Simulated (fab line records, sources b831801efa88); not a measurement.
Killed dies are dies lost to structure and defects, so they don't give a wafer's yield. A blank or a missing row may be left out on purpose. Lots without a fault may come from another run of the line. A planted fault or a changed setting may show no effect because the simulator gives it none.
fab line records | flow sky130
record lots=12 wafers=34 last_day=51
route steps=708 shown POLY_CUT@315 LOCAL_INTERCONNECT@392 VIA1@471 METAL3@563
lots that met no fault: from a run of the same line without faults
start_h: hours from the record's first day to the start of the lot's first wafer shown | wait_h: hours since the lot's step before | " the same as in the row above | L1.1+2: a row that stands for several wafers | - no value, or no start given | * or withheld: withheld | < > ~ a bound
route shown NAME@n: a module of which the file shows steps, and the number in the route of the first | usual: mean/standard deviation of fault-free wafers | same: alike in all rows | chamber/n: place in a boat | sites: the reading at each site | _std_site: their standard deviation | _edge_site: outer sites' mean less inner sites' | radius_mm: how far each site lies from the wafer's centre | mask NAME#n: copy n | behind: the tool/chamber that last shaped the wafer | hold: why the lot was held/for how many hours/how that ended | device: the transistor (n, p or np) that didn't switch | end of line: the same wafers' tests at the end of the route | a step without rows: its recipe alone | killed: dies lost to structure and defects at the first sort, not the wafer's yield | map: a wafer's dies, x killed, . not, _ none there
set.NAME: the setting as run; set.NAME@STEP: as run at that earlier step | model.NAME: the simulator's own value behind a step, which no gauge read
steps of the route over a sample of lots; a table a step, a row a wafer
services: from which hour (start_h, from the record's first day; less than 0 if before it) a tool's chamber was out of use, for how many hours, and why
## steps
# step SKY_POLY_CUT_CD_MEAS_08
# recipe target_cd_nm=270
# usual cd_nm=269.9/1.6
# columns lot.wafer tool chamber start_h wait_h cd_nm
L280.2 cd_sem-01 - 576.79 - 271.7
L280.3 " - " " 271.1
L280.4 " - " " 271.1
L283.1 cd_sem-01 - 611.17 - 267.6
L283.4 " - " " 267.0
L283.6 " - " " 267.6
L284.2 cd_sem-01 - 612.49 - 270.0
L284.4 " - " " 266.8
L284.6 " - " " 270.1
L285.1 cd_sem-02 - 617.49 - 269.9
L285.3 " - " " 270.1
L285.6 " - " " 270.0
L287.2 cd_sem-01 - 631.46 - 271.0
L287.5 " - " " 272.9
L287.6 " - " " 272.3
L295.3 cd_sem-01 - 699.18 - 269.0
L295.5 " - " " 268.2
L296.3 cd_sem-02 - 704.83 - 272.1
L296.5 " - " " 271.4
L297.3 cd_sem-02 - 721.48 - 267.6
L297.5 " - " " 266.4
L297.6 " - " " 267.5
L298.3 cd_sem-01 - 724.23 - 270.0
L298.4 " - " " 270.4
L298.5 " - " " 271.4
L301.1 cd_sem-01 - 742.94 - 267.8
L301.5 " - " " 268.6
L301.6 " - " " 268.3
L302.1 cd_sem-02 - 750.34 - 270.1
L302.3 " - " " 270.6
L302.4 " - " " 268.8
L303.3 cd_sem-01 - 751.93 - 270.8
L303.4 " - " " 270.2
L303.6 " - " " 269.9
# step SKY_LOCAL_INTERCONNECT_COAT_05
# recipe resist=BARC temp_c=withheld time_s=withheld spin_rpm=3000 resist_thk_nm=60
# columns lot.wafer tool chamber start_h wait_h
L280.2+3+4 litho_track-04 0 713.12 0.1
L283.1+4+6 litho_track-04 0 744.19 0.1
L284.2+4+6 litho_track-04 0 745.02 0.1
L285.1+3+6 litho_track-02 0 751.01 0.1
L287.2+5+6 litho_track-02 0 762.94 0.1
L295.3+5 litho_track-04 0 827.04 0.1
L296.3+5 litho_track-04 0 832.29 0.1
L297.3+5+6 litho_track-02 0 847.56 0.1
L298.3+4+5 litho_track-01 0 850.08 0.1
L301.1+5+6 litho_track-02 0 867.82 0.1
L302.1+3+4 litho_track-01 0 875.53 0.1
L303.3+4+6 litho_track-01 0 877.18 0.1
# step SKY_LOCAL_INTERCONNECT_ETCH_13
# recipe chemistry=N2/H2 target=BARC ion_energy_ev=200 bias_w=100 pressure_mtorr=30 n2_flow_sccm=100 h2_flow_sccm=200 icp_w=500 stop_on=SiO2 time_s=45.9 target_depth_a=600
# usual drypump_motor_current_A=5.9/0.41 oes_product_au=0.854/0.0048 throttle_valve_pct=13.225/0.01
# columns lot.wafer tool chamber start_h wait_h drypump_motor_current_A oes_product_au rf_hours_counter_h throttle_valve_pct
L280.2 rie_metal-02 0 727.73 0.0 6.3 0.858 3 13.231
L280.3 " 0 " " 6.2 0.856 - 13.236
L280.4 " 1 " " 5.9 0.847 - 13.206
L283.1 rie_metal-03 0 757.95 0.0 6.3 0.850 9 13.252
L283.4 " 0 " " 6.3 0.858 - 13.219
L283.6 " 1 " " 5.4 0.846 - 13.216
L284.2 rie_metal-04 0 758.92 0.0 6.3 0.854 10 13.236
L284.4 " 0 " " 6.3 0.850 - 13.232
L284.6 " 0 " " 6.3 0.853 - 13.221
L285.1 rie_metal-02 1 765.60 0.0 5.9 0.854 13 13.226
L285.3 " 1 " " 5.8 0.857 - 13.199
L285.6 " 1 " " 5.8 0.863 - 13.239
L287.2 rie_metal-02 1 777.30 0.0 5.9 0.860 13 13.236
L287.5 " 1 " " 5.9 0.852 - 13.209
L287.6 " 0 " " 6.3 0.855 - 13.222
L295.3 rie_metal-03 0 841.22 0.0 6.3 0.893 - 13.248
L295.5 " 0 " " 6.3 0.856 - 13.230
L296.3 rie_metal-02 0 846.12 0.1 6.3 0.894 - 13.222
L296.5 " 0 " " 6.3 0.862 - 13.209
L297.3 rie_metal-03 0 861.14 0.0 6.2 0.858 - 13.242
L297.5 " 0 " " 6.3 0.853 - 13.222
L297.6 " 1 " " 5.4 0.851 - 13.235
L298.3 rie_metal-02 0 863.85 0.0 6.3 0.857 - 13.214
L298.4 " 1 " " 5.8 0.857 - 13.234
L298.5 " 1 " " 5.9 0.851 - 13.223
L301.1 rie_metal-02 0 881.35 0.0 6.3 0.848 9 13.222
L301.5 " 0 " " 6.3 0.854 - 13.202
L301.6 " 1 " " 5.9 0.848 - 13.228
L302.1 rie_metal-03 1 889.72 0.0 5.4 0.859 11 13.225
L302.3 " 0 " " 6.2 0.855 - 13.228
L302.4 " 1 " " 5.4 0.864 - 13.221
L303.3 rie_metal-04 0 891.04 0.0 6.3 0.855 - 13.236
L303.4 " 1 " " 5.2 0.849 - 13.237
L303.6 " 1 " " 5.2 0.850 - 13.225
# step SKY_LOCAL_INTERCONNECT_STRIP_15
# recipe chemistry=O2/N2 power_w=1400 pressure_mtorr=1500 platen_temp_c=withheld o2_flow_sccm=3000 n2_flow_sccm=300 overash_fraction=0.5
# usual drypump_motor_current_A=5.4/0.4 oes_product_au=0.428/0.0048 strip_time_to_endpoint_s=4.749/0.022
# columns lot.wafer tool chamber start_h wait_h drypump_motor_current_A oes_product_au rf_hours_counter_h strip_time_to_endpoint_s
L280.2 plasma_asher-01 0 727.84 0.0 5.0 0.422 61 4.768
L280.3 " 1 " " 5.8 0.436 - 4.751
L280.4 " 0 " " 5.0 0.428 - 4.757
L283.1 plasma_asher-01 1 758.06 0.0 5.9 0.423 64 4.683
L283.4 " 0 " " 5.0 0.427 - 4.706
L283.6 " 1 " " 5.9 0.429 - 4.783
L284.2 plasma_asher-03 0 759.03 0.0 5.4 0.427 31 4.754
L284.4 " 0 " " 5.4 0.424 - 4.760
L284.6 " 1 " " 6.1 0.423 - 4.736
L285.1 plasma_asher-01 0 765.71 0.0 5.0 0.431 65 4.717
L285.3 " 0 " " 5.0 0.416 - 4.715
L285.6 " 1 " " 5.8 0.432 - 4.703
L287.2 plasma_asher-01 0 777.41 0.0 5.0 0.430 66 4.756
L287.5 " 1 " " 5.9 0.431 - 4.753
L287.6 " 0 " " 5.0 0.430 - 4.736
L295.3 plasma_asher-03 0 841.35 0.1 5.4 0.438 - 4.819
L295.5 " 0 " " 5.4 0.432 - 4.717
L296.3 plasma_asher-01 1 846.34 0.1 5.8 0.431 - 4.825
L296.5 " 1 " " 5.8 0.431 - 4.747
L297.3 plasma_asher-01 0 861.27 0.1 4.9 0.429 - 4.770
L297.5 " 0 " " 4.9 0.424 - 4.750
L297.6 " 1 " " 5.8 0.438 - 4.799
L298.3 plasma_asher-01 1 863.98 0.1 5.8 0.442 - 4.750
L298.4 " 0 " " 5.0 0.419 - 4.707
L298.5 " 0 " " 5.0 0.424 - 4.729
L301.1 plasma_asher-01 0 881.46 0.0 5.0 0.427 77 4.761
L301.5 " 0 " " 5.0 0.433 - 4.777
L301.6 " 1 " " 5.8 0.433 - 4.766
L302.1 plasma_asher-02 0 889.84 0.0 5.5 0.422 106 4.756
L302.3 " 1 " " 5.1 0.427 - 4.713
L302.4 " 0 " " 5.5 0.430 - 4.743
L303.3 plasma_asher-01 1 891.17 0.1 5.8 0.420 - 4.725
L303.4 " 0 " " 5.0 0.433 - 4.730
L303.6 " 0 " " 5.0 0.431 - 4.751
# step SKY_VIA1_OVL_MEAS_13
# usual VIA1_OVL=-1/5.2
# columns lot.wafer tool chamber start_h wait_h VIA1_OVL[nm]
L280.2 overlay-02 - 815.30 0.1 1
L280.3 " - " " -1
L280.4 " - " " 0
L283.1 overlay-01 - 844.60 0.1 0
L283.4 " - " " -2
L283.6 " - " " 6
L284.2 overlay-01 - 845.27 0.1 8
L284.4 " - " " 7
L284.6 " - " " 0
L285.1 overlay-01 - 851.46 0.1 -6
L285.3 " - " " -13
L285.6 " - " " -7
L287.2 overlay-01 - 862.42 0.1 -4
L287.5 " - " " -4
L287.6 " - " " -3
L295.3 overlay-02 - 925.63 0.1 -4
L295.5 " - " " 1
L296.3 overlay-01 - 929.31 0.1 0
L296.5 " - " " -6
L297.3 overlay-02 - 942.86 0.1 -3
L297.5 " - " " -7
L297.6 " - " " -2
L298.3 overlay-01 - 946.83 0.1 -2
L298.4 " - " " -5
L298.5 " - " " -2
L301.1 overlay-01 - 962.90 0.1 0
L301.5 " - " " 0
L301.6 " - " " 3
L302.1 overlay-01 - 970.00 0.1 2
L302.3 " - " " -1
L302.4 " - " " -3
L303.3 overlay-02 - 971.48 0.1 -6
L303.4 " - " " -5
L303.6 " - " " -6
# step SKY_METAL3_CD_MEAS_13
# recipe target_cd_nm=300
# usual cd_nm=299.8/1.5
# columns lot.wafer tool chamber start_h wait_h cd_nm
L280.2 cd_sem-02 - 925.16 - 303.8
L280.3 " - " " 301.7
L280.4 " - " " 302.0
L283.1 cd_sem-02 - 954.04 - 300.3
L283.4 " - " " 300.9
L283.6 " - " " 301.0
L284.2 cd_sem-01 - 954.45 - 298.5
L284.4 " - " " 299.2
L284.6 " - " " 298.1
L285.1 cd_sem-01 - 959.39 - 298.4
L285.3 " - " " 298.5
L285.6 " - " " 298.9
L287.2 cd_sem-01 - 970.41 - 301.0
L287.5 " - " " 300.2
L287.6 " - " " 300.5
L295.3 cd_sem-01 - 1029.78 - 298.3
L295.5 " - " " 299.8
L296.3 cd_sem-01 - 1032.63 - 299.2
L296.5 " - " " 300.2
L297.3 cd_sem-01 - 1044.03 - 299.5
L297.5 " - " " 301.2
L297.6 " - " " 301.1
L298.3 cd_sem-02 - 1048.83 - 298.3
L298.4 " - " " 298.4
L298.5 " - " " 298.6
L301.1 cd_sem-01 - 1062.13 - 299.8
L301.5 " - " " 300.7
L301.6 " - " " 301.2
L302.1 cd_sem-01 - 1069.53 - 299.9
L302.3 " - " " 300.8
L302.4 " - " " 299.5
L303.3 cd_sem-02 - 1070.93 - 301.1
L303.4 " - " " 299.9
L303.6 " - " " 299.8
## services
# columns tool chamber start_h hours kind
plasma_asher-01 - 690.53 2.8 pm
plasma_asher-03 - 704.69 5.0 repair
plasma_asher-03 - 788.62 0.7 repair
plasma_asher-03 - 792.67 2.2 repair
rie_metal-04 - 821.41 0.3 repair
rie_metal-04 - 833.85 0.6 repair
rie_metal-02 1 843.52 - clean
rie_metal-02 1 843.52 19.2 scheduled_down
rie_metal-02 1 843.52 19.2 vent_cycle
plasma_asher-03 - 846.60 2.8 pm
## key
first_sign step=SKY_LOCAL_INTERCONNECT_ETCH_13 reading=oes_product_au direction=up sigmas=8.2 usual=0.854 struck=0.894
effect step=SKY_LOCAL_INTERCONNECT_STRIP_15 reading=strip_time_to_endpoint_s direction=up sigmas=3.3 usual=* struck=*
met_at SKY_LOCAL_INTERCONNECT_COAT_05
struck_lots L295,L296
struck_wafers L295.3,L296.3
tester_left_out L295,L296
not_acting_at SKY_POLY_CUT_CD_MEAS_08,SKY_VIA1_OVL_MEAS_13,SKY_METAL3_CD_MEAS_13
onset_between 745.02 827.04
fault kind=process_parameter_drift tool=litho_track-04 chamber=- onset_h=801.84 steps=SKY_LOCAL_INTERCONNECT_COAT_05 channel=resist_thk_nm offset=5.2532 shape=step end_h=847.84 scope=struck_wafers_only acts_in=these_recipes_only stated=60
# tester_left_out: of these lots the tester's yield and bins aren't shown, on N5 and GAA mostly nor the transistor test; their killed dies are dies lost to structure and defects alone, not to doping, threshold or leakage, so they don't give the yield
